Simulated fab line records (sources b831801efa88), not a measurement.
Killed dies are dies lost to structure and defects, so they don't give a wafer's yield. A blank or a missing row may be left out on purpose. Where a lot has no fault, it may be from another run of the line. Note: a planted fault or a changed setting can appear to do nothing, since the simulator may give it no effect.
8D (eight disciplines) problem report, filled in by code | flow sky130 | the parts of the form that need people (team, actions taken, sign-off) are left out

1. THE ISSUE
Across 6 wafers from 2 lots, VT_ADJUST_HVTR_TW at SKY_VT_ADJUST_HVTR_TW_MEAS_11 averages 197.2, while fault-free wafers read 209.4 with a standard deviation of 2.6. That is -4.7 standard deviations from the usual mean.
Earliest sighting: wafer L656.1 on filmMetro-01 at day 15 03:44. The record has a number at this step for 36 wafers belonging to 12 lots. Rule for "out" (also "out of limits"): further than 4 standard deviations from the usual mean. All remaining wafers that have a number are taken as sound.

2. WHAT THIS IS AND IS NOT
question                    | is                     | is not
which readings at this step | VT_ADJUST_HVTR_TW      | -
which lots                  | L656, L657             | L639, L641, L643, L644, L645, L646, L647, L658, L660, L661
which wafers of those lots  | all that have a number | -
read on which gauges        | filmMetro-01           | filmMetro-02, filmMetro-04
when                        | from day 15 03:44      | up to then (21 sound wafers); but 9 sound wafers of L658, L660, L661 came after

3. WHAT RULES OUT EACH SUSPECT
Counting: a tool stays on the suspect list if, at a process step up to the reading, it processed all lots that are out and no sound lot following the first of them.
- the gauge at SKY_VT_ADJUST_HVTR_TW_MEAS_11 is ruled out. All the wafers that are out were read on filmMetro-01, but those of them that SKY_VT_ADJUST_HVTR_IMPLANT_09 has rows for are out there too, on other tools.
- implanter-01 at SKY_VT_ADJUST_HVTR_IMPLANT_09: kept. All lots that are out passed through it, beginning with L656 at day 15 03:20, and no sound lot followed; its final sound lot before that point was L647 at day 12 03:23. On those wafers its own readings are out: beamOnS, faradayCurrentUA.
The count leaves implanter-01 at SKY_VT_ADJUST_HVTR_IMPLANT_09.

4. THE CAUSE (what the simulator had put in)
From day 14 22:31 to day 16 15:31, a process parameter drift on implanter-01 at SKY_VT_ADJUST_HVTR_IMPLANT_09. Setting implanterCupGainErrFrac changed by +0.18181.
After counting, this tool was the only one left.

5. SEQUENCE OF EFFECTS, ordered by route
One row per reading whose mean, taken over the struck wafers that have a number, lies over 3 standard deviations from the usual. Only readings whose record carries a usual standard deviation are examined. hours: median over the lots of the time between each lot's start at the first step of this table that gives one and its start at this step. sigmas: the change, counted in usual standard deviations.
hours | step                          | reading           | usual  | on struck wafers | change | sigmas
0     | SKY_VT_ADJUST_HVTR_IMPLANT_09 | beamOnS           | 9.98 s | 8.36             | -1.62  | -8.1
0     | SKY_VT_ADJUST_HVTR_IMPLANT_09 | faradayCurrentUA  | 11.86  | 14.15            | +2.29  | +9.6
0     | SKY_VT_ADJUST_HVTR_TW_MEAS_11 | VT_ADJUST_HVTR_TW | 209.4  | 197.2            | -12.2  | -4.7
Process steps it contains:
- SKY_VT_ADJUST_HVTR_IMPLANT_09
Later steps that measure or inspect, where all struck wafers having a row at the step show a number for every such reading and not one has moved that far: SKY_LI_CONTACT_THK_MEAS_23.

6. HOW IT WOULD HAVE BEEN CAUGHT EARLIER
Counted from the fault's start at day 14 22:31, it took 5 hours until the first out-of-limits reading at a measuring or inspecting step in this record, taken at day 15 03:44.
Tool's own readings at SKY_VT_ADJUST_HVTR_IMPLANT_09, beamOnS, faradayCurrentUA: out on all struck wafers the step has rows for; an alarm limit on them would have tripped on the first.
Lots out: 2; of these, L657 started SKY_VT_ADJUST_HVTR_IMPLANT_09 on implanter-01 after day 15 03:44. Holding the tool at that time would have saved it.
